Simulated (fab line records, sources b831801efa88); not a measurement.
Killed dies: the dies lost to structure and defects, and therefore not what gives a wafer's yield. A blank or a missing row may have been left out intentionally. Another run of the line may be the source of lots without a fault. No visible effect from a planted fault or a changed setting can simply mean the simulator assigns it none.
Which tool is to blame?	flow sky130	24 lots, 72 wafers sampled, at 5 steps of a route of 708

WHAT THE GAUGES SHOWED, per wafer
SKY_FIELD_ISO_CD_MEAS_13: target cd 150 nm. Usual: cdNm reads 149.5 nm (standard deviation 1.4).
lot	measured	on	cdNm (nm)	flag
L074	day 2 05:15	cdSem-01	149.6 149.3 150.4	
L075	day 2 09:10	cdSem-01	149.6 148.8 149.1	
L076	day 2 16:32	cdSem-01	148.2 149.4 150.3	
L077	day 2 20:14	cdSem-02	152.7 153.3 151.6	
L078	day 3 01:59	cdSem-02	151.3 150.4 151.6	
L079	day 3 06:31	cdSem-02	148.5 149.2 148.6	
L080	day 3 12:31	cdSem-02	149.7 149.1 149.3	
L081	day 3 19:58	cdSem-01	146.6 147.6 147.8	
L082	day 3 22:51	cdSem-01	150.9 148.9 149.1	
L083	day 4 03:10	cdSem-01	151.7 152.5 149.6	
L084	day 4 08:11	cdSem-02	147.7 149.0 149.4	
L085	day 4 13:19	cdSem-01	147.1 148.3 147.6	
L086	day 4 19:01	cdSem-01	147.9 146.9 148.7	
L087	day 5 00:35	cdSem-01	149.0 148.4 148.9	
L088	day 5 04:10	cdSem-01	149.2 149.0 148.0	
L089	day 5 10:16	cdSem-02	151.0 150.8 151.7	
L090	day 5 15:57	cdSem-02	149.5 149.1 148.6	
L091	day 5 19:56	cdSem-02	148.7 148.4 150.8	
L092	day 6 00:56	cdSem-02	149.4 150.4 150.1	
L093	day 6 07:03	cdSem-02	148.3 149.5 148.0	
L094	day 6 12:37	cdSem-02	149.9 148.8 148.8	
L095	day 6 16:51	cdSem-02	150.5 150.0 149.3	
L096	day 7 01:09	cdSem-01	150.2 151.2 151.0	
L097	day 7 11:23	cdSem-01	150.3 148.2 149.9	

SKY_POLY_CUT_OVL_MEAS_09. Usual: POLY_CUT_OVL gives 1 nm (standard deviation 5.7).
lot	measured	on	POLY_CUT_OVL (nm)	flag
L074	day 23 22:55	overlay-02	-6 -2 0	
L075	day 24 04:03	overlay-01	15 9 3	
L076	day 24 22:44	overlay-02	3 7 5	
L077	day 25 03:22	overlay-02	-1 9 -3	
L078	day 25 22:03	overlay-02	-10 -9 -7	
L079	day 26 00:18	overlay-01	3 2 -3	
L080	day 26 10:49	overlay-02	-2 2 9	
L081	day 26 17:03	overlay-02	5 -3 6	
L082	day 27 02:03	overlay-01	-13 -1 -10	
L083	day 27 13:39	overlay-02	9 4 3	
L084	day 27 15:31	overlay-02	-1 4 11	
L085	day 27 23:25	overlay-02	-5 3 0	
L086	day 28 13:18	overlay-02	-8 -9 5	
L087	day 28 19:45	overlay-01	6 -1 4	
L088	day 29 00:56	overlay-01	-6 3 7	
L089	day 29 11:42	overlay-01	8 15 11	
L090	day 29 22:27	overlay-02	1 7 -2	
L091	day 30 08:58	overlay-01	-4 -1 -5	
L092	day 31 05:59	overlay-02	-13 -9 -12	
L093	day 31 06:19	overlay-01	3 0 5	
L094	day 31 10:35	overlay-01	-4 -3 1	
L095	day 31 06:51	overlay-02	-2 0 1	
L096	day 31 13:03	overlay-02	3 5 5	
L097	day 32 02:23	overlay-02	-1 0 -2	

SKY_CONTACT_OVL_MEAS_15. Usual: CONTACT_OVL gives 1 nm (standard deviation 5.2).
lot	measured	on	CONTACT_OVL (nm)	flag
L074	day 31 09:16	overlay-02	-4 0 6	
L075	day 31 12:42	overlay-01	2 3 3	
L076	day 32 09:37	overlay-02	6 -5 4	
L077	day 32 11:58	overlay-02	1 -5 -3	
L078	day 33 03:15	overlay-01	-3 -7 -1	
L079	day 33 16:22	overlay-01	1 5 -3	
L080	day 33 17:11	overlay-01	-4 -4 -6	
L081	day 33 19:13	overlay-02	2 3 7	
L082	day 34 00:39	overlay-02	1 -1 -1	
L083	day 34 14:13	overlay-02	7 0 -1	
L084	day 34 15:13	overlay-02	6 0 0	
L085	day 34 23:52	overlay-02	14 3 7	
L086	day 35 10:09	overlay-01	12 8 11	
L087	day 35 18:16	overlay-01	-5 6 8	
L088	day 35 21:23	overlay-02	11 7 -1	
L089	day 36 06:58	overlay-02	1 1 -7	
L090	day 36 17:25	overlay-01	-1 -1 0	
L091	day 37 03:52	overlay-01	4 0 6	
L092	day 38 00:19	overlay-01	0 5 5	
L093	day 38 00:40	overlay-02	-3 -6 -4	
L094	day 38 04:01	overlay-01	5 5 1	
L095	day 38 02:58	overlay-02	-3 0 -1	
L096	day 38 09:04	overlay-01	1 -1 1	
L097	day 38 18:58	overlay-02	3 6 -2	

SKY_METAL2_THK_MEAS_06: measures by xrf. Usual: METAL2_ALCU_THK gives 250 nm (standard deviation 3).
lot	measured	on	METAL2_ALCU_THK (nm)	flag
L074	day 33 19:37	filmMetro-03	254 250 249	
L075	day 33 23:22	filmMetro-03	251 246 250	
L076	day 34 18:59	filmMetro-03	255 250 252	
L077	day 34 21:38	filmMetro-02	251 250 250	
L078	day 35 11:34	filmMetro-03	259 252 252	
L079	day 36 02:08	filmMetro-03	247 248 250	
L080	day 36 02:31	filmMetro-03	250 250 252	
L081	day 36 04:29	filmMetro-01	250 248 250	
L082	day 36 09:43	filmMetro-03	246 245 249	
L083	day 36 22:56	filmMetro-01	250 247 248	
L084	day 37 00:07	filmMetro-03	256 251 250	
L085	day 37 09:20	filmMetro-03	247 244 249	
L086	day 37 19:25	filmMetro-02	245 254 249	
L087	day 38 02:57	filmMetro-01	247 249 247	
L088	day 38 05:59	filmMetro-03	252 255 257	
L089	day 38 16:03	filmMetro-03	244 250 248	
L090	day 39 01:25	filmMetro-02	253 250 250	
L091	day 39 11:46	filmMetro-03	250 250 246	
L092	day 40 06:19	filmMetro-01	254 253 248	
L093	day 40 07:05	filmMetro-02	251 252 250	
L094	day 40 10:02	filmMetro-01	255 255 250	
L095	day 40 08:40	filmMetro-03	248 250 246	
L096	day 40 15:14	filmMetro-03	247 256 250	
L097	day 41 00:31	filmMetro-03	248 245 250	

WHAT TOOL EACH LOT RAN ON (gives the tool, then ch and the chambers of the sampled wafers, and finally the start)
lot	SKY_METAL2_SPUTTER_01
L074	pvdSputter-04, day 33 19:23
L075	pvdSputter-01, day 33 23:08
L076	pvdSputter-02, day 34 18:43
L077	pvdSputter-02, day 34 21:24
L078	pvdSputter-04, day 35 11:19
L079	pvdSputter-04, day 36 01:54
L080	pvdSputter-02, day 36 02:16
L081	pvdSputter-02, day 36 04:15
L082	pvdSputter-04, day 36 09:29
L083	pvdSputter-02, day 36 22:42
L084	pvdSputter-04, day 36 23:52
L085	pvdSputter-04, day 37 09:05
L086	pvdSputter-01, day 37 19:11
L087	pvdSputter-02, day 38 02:43
L088	pvdSputter-02, day 38 05:45
L089	pvdSputter-04, day 38 15:49
L090	pvdSputter-04, day 39 01:11
L091	pvdSputter-04, day 39 11:31
L092	pvdSputter-04, day 40 06:05
L093	pvdSputter-01, day 40 06:52
L094	pvdSputter-04, day 40 09:48
L095	pvdSputter-01, day 40 08:26
L096	pvdSputter-04, day 40 14:59
L097	pvdSputter-04, day 41 00:17
- SKY_METAL2_SPUTTER_01: material TiN, target thk 20 nm, time 16.7 s.

AS READ BY THE TOOLS THEMSELVES (means over the sampled wafers that have a number; for cases with no such wafer, the mark the record gives instead)
SKY_METAL2_SPUTTER_01. Usual: throttleValvePct reads 29.9 % (standard deviation 0.95).
lot	tool	throttleValvePct (%)	flag
L074	pvdSputter-04	30.1	
L075	pvdSputter-01	29.5	
L076	pvdSputter-02	28.7	
L077	pvdSputter-02	29.7	
L078	pvdSputter-04	30.8	
L079	pvdSputter-04	30.5	
L080	pvdSputter-02	29.6	
L081	pvdSputter-02	29.7	
L082	pvdSputter-04	30.2	
L083	pvdSputter-02	28.5	
L084	pvdSputter-04	29.6	
L085	pvdSputter-04	29.9	
L086	pvdSputter-01	29.5	
L087	pvdSputter-02	29.1	
L088	pvdSputter-02	28.8	
L089	pvdSputter-04	30.4	
L090	pvdSputter-04	29.7	
L091	pvdSputter-04	30.3	
L092	pvdSputter-04	30.6	
L093	pvdSputter-01	30.0	
L094	pvdSputter-04	30.2	
L095	pvdSputter-01	29.6	
L096	pvdSputter-04	29.8	
L097	pvdSputter-04	29.6	

THE ANSWER, worked out from the rows above alone
Rule: a lot counts as off when the mean over its wafers that have a number is more than 3 standard deviations away from the usual mean. A lot without any number at a reading at which 4 lots or more have one is off too. All remaining lots with rows at the step are treated as sound. Order of review: gauges by route order, followed by the tools' own readings, for which a lot's mean as printed above is used. The first step at which some lot is off is used, and at that step the reading that is off furthest; a lot without a number counts as furthest.
None of the lots is off at any reading shown; this tells nothing.

WHAT THE SIMULATOR HAD PUT IN
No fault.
